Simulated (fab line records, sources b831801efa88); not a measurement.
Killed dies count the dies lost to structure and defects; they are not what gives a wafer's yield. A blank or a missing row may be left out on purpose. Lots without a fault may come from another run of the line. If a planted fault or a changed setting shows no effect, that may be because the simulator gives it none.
Which tool was responsible? | flow gf180mcu | Sampling: 13 lots, 39 wafers, 4 of 602 route steps

== WHAT THE GAUGES SHOWED, per wafer ==
GF_CONTACT_THK_MEAS_03.
lot  | measured     | on            | CONTACT_CVD_02_THK (nm)
L660 | day 15 12:16 | film metro-03 | 852 840 873
L661 | day 15 23:59 | film metro-03 | 849 856 839
L663 | day 16 16:14 | film metro-01 | 849 851 860
L665 | day 17 06:37 | film metro-02 | 861 854 854
L666 | day 18 06:22 | film metro-02 | 837 852 860
L675 | day 21 00:31 | film metro-02 | 848 842 857
L674 | day 21 01:43 | film metro-03 | 852 846 873
L676 | day 21 09:10 | film metro-01 | 842 857 863
L677 | day 21 15:35 | film metro-03 | 850 858 864
L678 | day 21 22:40 | film metro-01 | 854 847 866
L679 | day 22 10:44 | film metro-01 | 837 852 861
L680 | day 22 16:16 | film metro-02 | 849 840 869
L681 | day 22 22:29 | film metro-02 | 864 846 869

GF_M1_RS_MEAS_05: a four-point-probe measurement.
lot  | measured     | on            | M1_ALCU_RS (ohm/sq)
L660 | day 16 12:05 | film metro-03 | 0.0702 0.0695 0.0698
L661 | day 17 00:32 | film metro-03 | 0.0695 0.0700 0.0695
L666 | day 19 08:53 | film metro-03 | 0.0699 0.0699 0.0698
L675 | day 22 01:59 | film metro-01 | 0.0693 0.0698 0.0689
L674 | day 22 03:33 | film metro-04 | 0.0687 0.0691 0.0695
L676 | day 22 10:49 | film metro-04 | 0.0706 0.0703 0.0706
L677 | day 22 16:52 | film metro-04 | 0.0695 0.0689 0.0690
L678 | day 22 23:48 | film metro-03 | 0.0706 0.0704 0.0701
L679 | day 23 11:44 | film metro-04 | 0.0698 0.0707 0.0704
L680 | day 23 17:03 | film metro-03 | 0.0714 0.0716 0.0708
L681 | day 23 23:39 | film metro-03 | 0.0702 0.0696 0.0698

== TOOL THAT RAN EACH LOT (tool first, then ch and the chambers of the sampled wafers, then the start) ==
lot  | GF_CONTACT_STRIP_18                  | GF_CONTACT_CMP_27
L660 | plasma asher-02 ch 0,1, day 16 10:53 | cmp-01 ch 0,1,3, day 16 11:34
L661 | plasma asher-04 ch 0,1, day 16 23:17 | cmp-01 ch 0,2,3, day 17 00:01
L663 | plasma asher-04 ch 0,1, day 17 16:05 | cmp-01 ch 1,2,3, day 17 16:46
L665 | plasma asher-02 ch 0,1, day 18 06:50 | cmp-01 ch 0,1,3, day 18 07:34
L666 | plasma asher-04 ch 0,1, day 19 07:41 | cmp-02 ch 1,2,3, day 19 08:22
L675 | plasma asher-04 ch 0,1, day 22 00:47 | cmp-01 ch 0,2,3, day 22 01:28
L674 | plasma asher-04 ch 1, day 22 02:20   | cmp-01 ch 0,2, day 22 03:04
L676 | plasma asher-02 ch 0,1, day 22 09:35 | cmp-01 ch 0,2,3, day 22 10:19
L677 | plasma asher-02 ch 0,1, day 22 15:38 | cmp-01 ch 0,1, day 22 16:22
L678 | plasma asher-02 ch 0,1, day 22 22:35 | cmp-02 ch 0,2,3, day 22 23:19
L679 | plasma asher-02 ch 1, day 23 10:26   | cmp-01 ch 0,2,3, day 23 11:15
L680 | plasma asher-04 ch 0,1, day 23 15:45 | cmp-02 ch 0,3, day 23 16:32
L681 | plasma asher-03 ch 0,1, day 23 22:25 | cmp-01 ch 0,2,3, day 23 23:07
- GF_CONTACT_STRIP_18: strips in O2/N2.
- GF_CONTACT_CMP_27: polishes, stops on SiO2, t overpolish 15 s, target thk 0 nm.

== WHAT THE TOOLS THEMSELVES READ (means of the sampled wafers that have a number; where no wafer has one, the mark that the record gives instead) ==
GF_CONTACT_STRIP_18.
lot  | tool            | drypump motor current A (A) | heater power w (W) | oes product au (a.u.)
L660 | plasma asher-02 | 6.1                         | 339                | 0.582
L661 | plasma asher-04 | 5.9                         | 346                | 0.582
L663 | plasma asher-04 | 5.9                         | 347                | 0.580
L665 | plasma asher-02 | 6.3                         | 320                | 0.580
L666 | plasma asher-04 | 5.9                         | 351                | 0.575
L675 | plasma asher-04 | 5.9                         | 352                | 0.573
L674 | plasma asher-04 | 6.2                         | 384                | 0.581
L676 | plasma asher-02 | 6.4                         | 323                | 0.576
L677 | plasma asher-02 | 6.1                         | 341                | 0.580
L678 | plasma asher-02 | 6.4                         | 321                | 0.576
L679 | plasma asher-02 | 6.6                         | 308                | 0.579
L680 | plasma asher-04 | 6.1                         | 367                | 0.579
L681 | plasma asher-03 | 5.4                         | 332                | 0.578

GF_CONTACT_CMP_27.
lot  | tool   | head pressure psi (psi) | motor current A (A) | overpolish run s (s) | retaining ring pressure frac | time to endpoint s (s)
L660 | cmp-01 | 3.503                   | 12.0                | 14.987               | 0.996                        | 73
L661 | cmp-01 | 3.503                   | 11.8                | 14.997               | 1.002                        | 73
L663 | cmp-01 | 1.249                   | 7.1                 | 0.039                | 1.003                        | 115
L665 | cmp-01 | 1.253                   | 7.2                 | 0.041                | 1.000                        | 113
L666 | cmp-02 | 3.499                   | 10.2                | 15.000               | 0.999                        | 72
L675 | cmp-01 | 3.501                   | 11.8                | 14.999               | 0.995                        | 75
L674 | cmp-01 | 3.496                   | 11.3                | 14.997               | 0.999                        | 70
L676 | cmp-01 | 3.503                   | 11.5                | 15.007               | 1.003                        | 69
L677 | cmp-01 | 3.493                   | 12.0                | 14.997               | 0.996                        | 70
L678 | cmp-02 | 3.509                   | 10.3                | 14.999               | 1.000                        | 73
L679 | cmp-01 | 3.506                   | 11.8                | 14.997               | 0.999                        | 74
L680 | cmp-02 | 3.497                   | 10.5                | 15.002               | 1.005                        | 73
L681 | cmp-01 | 3.508                   | 11.7                | 15.002               | 1.002                        | 75

== THE ANSWER, worked out from the rows above alone ==
Rule: usual is defined by the lots themselves. Put in order of their means at a reading, lots are off if they are a third of the lots or fewer, leave a main group of 4 or more, and stand apart from it by a gap of 3 or more times the standard deviation of the main group's means; of several such gaps the widest counts. A main group whose means are all the same, to the digits that the tables above print for the reading, isn't used. A lot without any number at a reading at which 4 lots or more have one is off too. Where the step has rows for the other lots, those lots are counted as sound. The gauges are gone through in route order, then the tools' own readings, and for those a lot's mean is taken as printed above. At the first step where some lot is off, the reading lying furthest off is the one used; lots without a number count as furthest.
Off: L663, L665, at GF_CONTACT_CMP_27 (overpolish run s). Main group: mean 14.999 s, sd 0.0047.
If a tool, at that step or one of the process steps before it, ran each lot that is off and ran no sound lot following the first of them, it fits. Not one of the candidates tried fits.

== WHAT THE SIMULATOR PUT IN ==
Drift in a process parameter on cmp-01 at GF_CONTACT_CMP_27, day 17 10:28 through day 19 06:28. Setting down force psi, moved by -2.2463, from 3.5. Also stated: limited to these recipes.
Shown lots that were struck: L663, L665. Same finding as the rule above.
